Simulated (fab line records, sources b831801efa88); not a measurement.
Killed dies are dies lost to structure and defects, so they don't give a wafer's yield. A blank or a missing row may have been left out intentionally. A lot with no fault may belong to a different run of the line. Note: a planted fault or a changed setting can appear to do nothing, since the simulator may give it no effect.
What tool caused it? || flow sky130 || Sampling: 13 lots, 39 wafers, 4 of 708 route steps

WHAT THE GAUGES SHOWED, per wafer
Not one reading of a measure or inspect step in the record can be checked against a usual standard deviation.

TOOL THAT RAN EACH LOT (tool first, then ch and the chambers of the sampled wafers, then the start)
{"lot": "L238", "SKY_LOCAL_INTERCONNECT_ETCH_13": "rieMetal-04 ch 0, day 31 21:51", "SKY_LOCAL_INTERCONNECT_METAL_ETCH_14": "rieMetal-04 ch 0, day 31 21:58", "SKY_LOCAL_INTERCONNECT_STRIP_15": "plasmaAsher-02 ch 0,1, day 31 22:04", "SKY_PAD_OPEN_PROBE_99": "-"}
{"lot": "L239", "SKY_LOCAL_INTERCONNECT_ETCH_13": "rieMetal-02 ch 0,1, day 31 23:19", "SKY_LOCAL_INTERCONNECT_METAL_ETCH_14": "rieMetal-02 ch 0,1, day 31 23:23", "SKY_LOCAL_INTERCONNECT_STRIP_15": "plasmaAsher-02 ch 0,1, day 31 23:26", "SKY_PAD_OPEN_PROBE_99": "-"}
{"lot": "L240", "SKY_LOCAL_INTERCONNECT_ETCH_13": "rieMetal-02 ch 0,1, day 32 06:19", "SKY_LOCAL_INTERCONNECT_METAL_ETCH_14": "rieMetal-02 ch 0,1, day 32 06:23", "SKY_LOCAL_INTERCONNECT_STRIP_15": "plasmaAsher-02 ch 0,1, day 32 06:26", "SKY_PAD_OPEN_PROBE_99": "-"}
{"lot": "L241", "SKY_LOCAL_INTERCONNECT_ETCH_13": "rieMetal-02 ch 0,1, day 32 16:03", "SKY_LOCAL_INTERCONNECT_METAL_ETCH_14": "rieMetal-02 ch 0,1, day 32 16:07", "SKY_LOCAL_INTERCONNECT_STRIP_15": "plasmaAsher-04 ch 0, day 32 16:10", "SKY_PAD_OPEN_PROBE_99": "-"}
{"lot": "L245", "SKY_LOCAL_INTERCONNECT_ETCH_13": "rieMetal-04 ch 0,1, day 33 16:24", "SKY_LOCAL_INTERCONNECT_METAL_ETCH_14": "rieMetal-04 ch 0,1, day 33 16:28", "SKY_LOCAL_INTERCONNECT_STRIP_15": "plasmaAsher-04 ch 0,1, day 33 16:31", "SKY_PAD_OPEN_PROBE_99": "-"}
{"lot": "L246", "SKY_LOCAL_INTERCONNECT_ETCH_13": "rieMetal-02 ch 0,1, day 34 00:19", "SKY_LOCAL_INTERCONNECT_METAL_ETCH_14": "rieMetal-02 ch 0,1, day 34 00:22", "SKY_LOCAL_INTERCONNECT_STRIP_15": "plasmaAsher-02 ch 0,1, day 34 00:26", "SKY_PAD_OPEN_PROBE_99": "-"}
{"lot": "L247", "SKY_LOCAL_INTERCONNECT_ETCH_13": "rieMetal-01 ch 0,1, day 34 16:46", "SKY_LOCAL_INTERCONNECT_METAL_ETCH_14": "rieMetal-01 ch 0,1, day 34 16:50", "SKY_LOCAL_INTERCONNECT_STRIP_15": "plasmaAsher-04 ch 0,1, day 34 16:53", "SKY_PAD_OPEN_PROBE_99": "-"}
{"lot": "L249", "SKY_LOCAL_INTERCONNECT_ETCH_13": "rieMetal-04 ch 0,1, day 35 05:26", "SKY_LOCAL_INTERCONNECT_METAL_ETCH_14": "rieMetal-04 ch 0,1, day 35 05:30", "SKY_LOCAL_INTERCONNECT_STRIP_15": "plasmaAsher-04 ch 0,1, day 35 05:34", "SKY_PAD_OPEN_PROBE_99": "-"}
{"lot": "L250", "SKY_LOCAL_INTERCONNECT_ETCH_13": "rieMetal-02 ch 0,1, day 35 15:51", "SKY_LOCAL_INTERCONNECT_METAL_ETCH_14": "rieMetal-02 ch 0,1, day 35 15:55", "SKY_LOCAL_INTERCONNECT_STRIP_15": "plasmaAsher-01 ch 0,1, day 35 15:58", "SKY_PAD_OPEN_PROBE_99": "-"}
{"lot": "L253", "SKY_LOCAL_INTERCONNECT_ETCH_13": "rieMetal-04 ch 1, day 36 10:10", "SKY_LOCAL_INTERCONNECT_METAL_ETCH_14": "rieMetal-04 ch 1, day 36 10:17", "SKY_LOCAL_INTERCONNECT_STRIP_15": "plasmaAsher-01 ch 0,1, day 36 10:24", "SKY_PAD_OPEN_PROBE_99": "prober-02, day 50 14:47"}
{"lot": "L254", "SKY_LOCAL_INTERCONNECT_ETCH_13": "rieMetal-04 ch 0, day 36 13:40", "SKY_LOCAL_INTERCONNECT_METAL_ETCH_14": "rieMetal-04 ch 0, day 36 13:47", "SKY_LOCAL_INTERCONNECT_STRIP_15": "plasmaAsher-02 ch 0,1, day 36 13:53", "SKY_PAD_OPEN_PROBE_99": "prober-01, day 50 14:53"}
{"lot": "L256", "SKY_LOCAL_INTERCONNECT_ETCH_13": "rieMetal-04 ch 0, day 37 08:26", "SKY_LOCAL_INTERCONNECT_METAL_ETCH_14": "rieMetal-04 ch 0, day 37 08:34", "SKY_LOCAL_INTERCONNECT_STRIP_15": "plasmaAsher-04 ch 1, day 37 08:39", "SKY_PAD_OPEN_PROBE_99": "prober-02, day 51 04:56"}
{"lot": "L260", "SKY_LOCAL_INTERCONNECT_ETCH_13": "rieMetal-02 ch 0,1, day 38 10:58", "SKY_LOCAL_INTERCONNECT_METAL_ETCH_14": "rieMetal-02 ch 0,1, day 38 11:02", "SKY_LOCAL_INTERCONNECT_STRIP_15": "plasmaAsher-02 ch 0,1, day 38 11:05", "SKY_PAD_OPEN_PROBE_99": "-"}
- SKY_LOCAL_INTERCONNECT_ETCH_13: etches BARC in N2/H2, stops on SiO2, time 45.9 s, target depth 60 nm.
- SKY_LOCAL_INTERCONNECT_METAL_ETCH_14: etches TiN in Cl2/BCl3, stops on PSG, target depth 110 nm, time 31.4 s.
- SKY_LOCAL_INTERCONNECT_STRIP_15: strips in O2/N2.
- SKY_PAD_OPEN_PROBE_99

WHAT THE TOOLS THEMSELVES READ (means of the sampled wafers that have a number; where no wafer has one, the mark that the record gives instead)
SKY_LOCAL_INTERCONNECT_ETCH_13.
{"lot": "L238", "tool": "rieMetal-04", "drypumpMotorCurrentA (A)": 5.74, "oesProductAu (a.u.)": 0.853, "throttleValvePct (%)": 13.224}
{"lot": "L239", "tool": "rieMetal-02", "drypumpMotorCurrentA (A)": 5.94, "oesProductAu (a.u.)": 0.856, "throttleValvePct (%)": 13.218}
{"lot": "L240", "tool": "rieMetal-02", "drypumpMotorCurrentA (A)": 5.94, "oesProductAu (a.u.)": 0.853, "throttleValvePct (%)": 13.222}
{"lot": "L241", "tool": "rieMetal-02", "drypumpMotorCurrentA (A)": 5.96, "oesProductAu (a.u.)": 0.855, "throttleValvePct (%)": 13.223}
{"lot": "L245", "tool": "rieMetal-04", "drypumpMotorCurrentA (A)": 5.63, "oesProductAu (a.u.)": 0.858, "throttleValvePct (%)": 13.224}
{"lot": "L246", "tool": "rieMetal-02", "drypumpMotorCurrentA (A)": 6.02, "oesProductAu (a.u.)": 0.852, "throttleValvePct (%)": 13.234}
{"lot": "L247", "tool": "rieMetal-01", "drypumpMotorCurrentA (A)": 5.95, "oesProductAu (a.u.)": 0.854, "throttleValvePct (%)": 13.232}
{"lot": "L249", "tool": "rieMetal-04", "drypumpMotorCurrentA (A)": 5.63, "oesProductAu (a.u.)": 0.856, "throttleValvePct (%)": 13.227}
{"lot": "L250", "tool": "rieMetal-02", "drypumpMotorCurrentA (A)": 5.97, "oesProductAu (a.u.)": 0.855, "throttleValvePct (%)": 13.226}
{"lot": "L253", "tool": "rieMetal-04", "drypumpMotorCurrentA (A)": 5.59, "oesProductAu (a.u.)": 0.828, "throttleValvePct (%)": 13.229}
{"lot": "L254", "tool": "rieMetal-04", "drypumpMotorCurrentA (A)": 5.74, "oesProductAu (a.u.)": 0.795, "throttleValvePct (%)": 13.221}
{"lot": "L256", "tool": "rieMetal-04", "drypumpMotorCurrentA (A)": 5.77, "oesProductAu (a.u.)": 0.825, "throttleValvePct (%)": 13.224}
{"lot": "L260", "tool": "rieMetal-02", "drypumpMotorCurrentA (A)": 6.02, "oesProductAu (a.u.)": 0.854, "throttleValvePct (%)": 13.228}

SKY_LOCAL_INTERCONNECT_METAL_ETCH_14.
{"lot": "L238", "tool": "rieMetal-04", "drypumpMotorCurrentA (A)": 5.73, "oesProductAu (a.u.)": 0.943, "throttleValvePct (%)": 21.900}
{"lot": "L239", "tool": "rieMetal-02", "drypumpMotorCurrentA (A)": 5.97, "oesProductAu (a.u.)": 0.938, "throttleValvePct (%)": 21.899}
{"lot": "L240", "tool": "rieMetal-02", "drypumpMotorCurrentA (A)": 5.90, "oesProductAu (a.u.)": 0.949, "throttleValvePct (%)": 21.892}
{"lot": "L241", "tool": "rieMetal-02", "drypumpMotorCurrentA (A)": 5.91, "oesProductAu (a.u.)": 0.941, "throttleValvePct (%)": 21.896}
{"lot": "L245", "tool": "rieMetal-04", "drypumpMotorCurrentA (A)": 5.61, "oesProductAu (a.u.)": 0.946, "throttleValvePct (%)": 21.896}
{"lot": "L246", "tool": "rieMetal-02", "drypumpMotorCurrentA (A)": 6.00, "oesProductAu (a.u.)": 0.933, "throttleValvePct (%)": 21.908}
{"lot": "L247", "tool": "rieMetal-01", "drypumpMotorCurrentA (A)": 5.96, "oesProductAu (a.u.)": 0.945, "throttleValvePct (%)": 21.894}
{"lot": "L249", "tool": "rieMetal-04", "drypumpMotorCurrentA (A)": 5.62, "oesProductAu (a.u.)": 0.939, "throttleValvePct (%)": 21.898}
{"lot": "L250", "tool": "rieMetal-02", "drypumpMotorCurrentA (A)": 6.00, "oesProductAu (a.u.)": 0.943, "throttleValvePct (%)": 21.895}
{"lot": "L253", "tool": "rieMetal-04", "drypumpMotorCurrentA (A)": 5.58, "oesProductAu (a.u.)": 0.773, "throttleValvePct (%)": 22.011}
{"lot": "L254", "tool": "rieMetal-04", "drypumpMotorCurrentA (A)": 5.72, "oesProductAu (a.u.)": 0.602, "throttleValvePct (%)": 22.127}
{"lot": "L256", "tool": "rieMetal-04", "drypumpMotorCurrentA (A)": 5.75, "oesProductAu (a.u.)": 0.778, "throttleValvePct (%)": 22.016}
{"lot": "L260", "tool": "rieMetal-02", "drypumpMotorCurrentA (A)": 6.00, "oesProductAu (a.u.)": 0.939, "throttleValvePct (%)": 21.905}

SKY_LOCAL_INTERCONNECT_STRIP_15.
{"lot": "L238", "tool": "plasmaAsher-02", "drypumpMotorCurrentA (A)": 6.0, "oesProductAu (a.u.)": 0.427, "stripTimeToEndpointS (s)": 4.724}
{"lot": "L239", "tool": "plasmaAsher-02", "drypumpMotorCurrentA (A)": 6.0, "oesProductAu (a.u.)": 0.429, "stripTimeToEndpointS (s)": 4.733}
{"lot": "L240", "tool": "plasmaAsher-02", "drypumpMotorCurrentA (A)": 6.1, "oesProductAu (a.u.)": 0.430, "stripTimeToEndpointS (s)": 4.729}
{"lot": "L241", "tool": "plasmaAsher-04", "drypumpMotorCurrentA (A)": 5.3, "oesProductAu (a.u.)": 0.425, "stripTimeToEndpointS (s)": 4.721}
{"lot": "L245", "tool": "plasmaAsher-04", "drypumpMotorCurrentA (A)": 5.5, "oesProductAu (a.u.)": 0.425, "stripTimeToEndpointS (s)": 4.714}
{"lot": "L246", "tool": "plasmaAsher-02", "drypumpMotorCurrentA (A)": 6.1, "oesProductAu (a.u.)": 0.425, "stripTimeToEndpointS (s)": 4.710}
{"lot": "L247", "tool": "plasmaAsher-04", "drypumpMotorCurrentA (A)": 5.5, "oesProductAu (a.u.)": 0.427, "stripTimeToEndpointS (s)": 4.740}
{"lot": "L249", "tool": "plasmaAsher-04", "drypumpMotorCurrentA (A)": 5.8, "oesProductAu (a.u.)": 0.427, "stripTimeToEndpointS (s)": 4.718}
{"lot": "L250", "tool": "plasmaAsher-01", "drypumpMotorCurrentA (A)": 5.7, "oesProductAu (a.u.)": 0.423, "stripTimeToEndpointS (s)": 4.729}
{"lot": "L253", "tool": "plasmaAsher-01", "drypumpMotorCurrentA (A)": 5.7, "oesProductAu (a.u.)": 0.429, "stripTimeToEndpointS (s)": 4.774}
{"lot": "L254", "tool": "plasmaAsher-02", "drypumpMotorCurrentA (A)": 6.0, "oesProductAu (a.u.)": 0.434, "stripTimeToEndpointS (s)": 4.837}
{"lot": "L256", "tool": "plasmaAsher-04", "drypumpMotorCurrentA (A)": 6.1, "oesProductAu (a.u.)": 0.430, "stripTimeToEndpointS (s)": 4.753}
{"lot": "L260", "tool": "plasmaAsher-02", "drypumpMotorCurrentA (A)": 6.1, "oesProductAu (a.u.)": 0.427, "stripTimeToEndpointS (s)": 4.706}

SKY_PAD_OPEN_PROBE_99.
{"lot": "L253", "tool": "prober-02", "killed_at_M0_to_M3": 40, "killed_at_M4_up": 3.0, "killedAtContacts": 154, "killedAtFrontEnd": 14, "killedAtOther": 0.0, "killedDies": 211, "killedOnRim": 44, "killedOpen": 40, "killedShort": 38}
{"lot": "L254", "tool": "prober-01", "killed_at_M0_to_M3": 43, "killed_at_M4_up": 2.3, "killedAtContacts": 269, "killedAtFrontEnd": 16, "killedAtOther": 0.0, "killedDies": 331, "killedOnRim": 67, "killedOpen": 45, "killedShort": 38}
{"lot": "L256", "tool": "prober-02", "killed_at_M0_to_M3": 47, "killed_at_M4_up": 2.7, "killedAtContacts": 154, "killedAtFrontEnd": 13, "killedAtOther": 0.3, "killedDies": 217, "killedOnRim": 40, "killedOpen": 56, "killedShort": 35}

THE ANSWER, worked out from the rows above alone
Rule: usual is defined by the lots themselves. Put in order of their means at a reading, lots are off if they are a third of the lots or fewer, leave a main group of 4 or more, and stand apart from it by a gap of 3 or more times the standard deviation of the main group's means; of several such gaps the widest counts. A main group whose means are all the same, to the digits that the tables above print for the reading, isn't used. Also off: a lot with no number at a reading for which 4 or more lots have one. Any other lot the step has rows for is counted as sound. The gauges are gone through in route order, then the tools' own readings, and for those a lot's mean is taken as printed above. At the first step where some lot is off, the reading lying furthest off is the one used; lots without a number count as furthest.
Off: L253, L254, L256 (SKY_LOCAL_INTERCONNECT_ETCH_13, oesProductAu). Mean 0.855 a.u. and standard deviation 0.0017 in the main group.
A tool fits if, at that step or a process step before it, it ran every lot that is off, and no sound lot after the first of them. One fits: rieMetal-04 at SKY_LOCAL_INTERCONNECT_ETCH_13. A fault onset in the window from L249 (day 35 05:26, its last sound lot) to L253 (day 36 10:10, its first lot off) fits.
The tool's own readings at SKY_LOCAL_INTERCONNECT_ETCH_13 bear it out: on the lots that are off they differ by more than 5 times the standard deviation of the sound lots' means. oesProductAu reads 0.816 a.u. there against 0.855 a.u. on the sound lots.

WHAT WAS PUT IN BY THE SIMULATOR
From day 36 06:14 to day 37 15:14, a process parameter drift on rieMetal-04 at SKY_LOCAL_INTERCONNECT_ETCH_13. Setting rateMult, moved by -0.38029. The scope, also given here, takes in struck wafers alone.
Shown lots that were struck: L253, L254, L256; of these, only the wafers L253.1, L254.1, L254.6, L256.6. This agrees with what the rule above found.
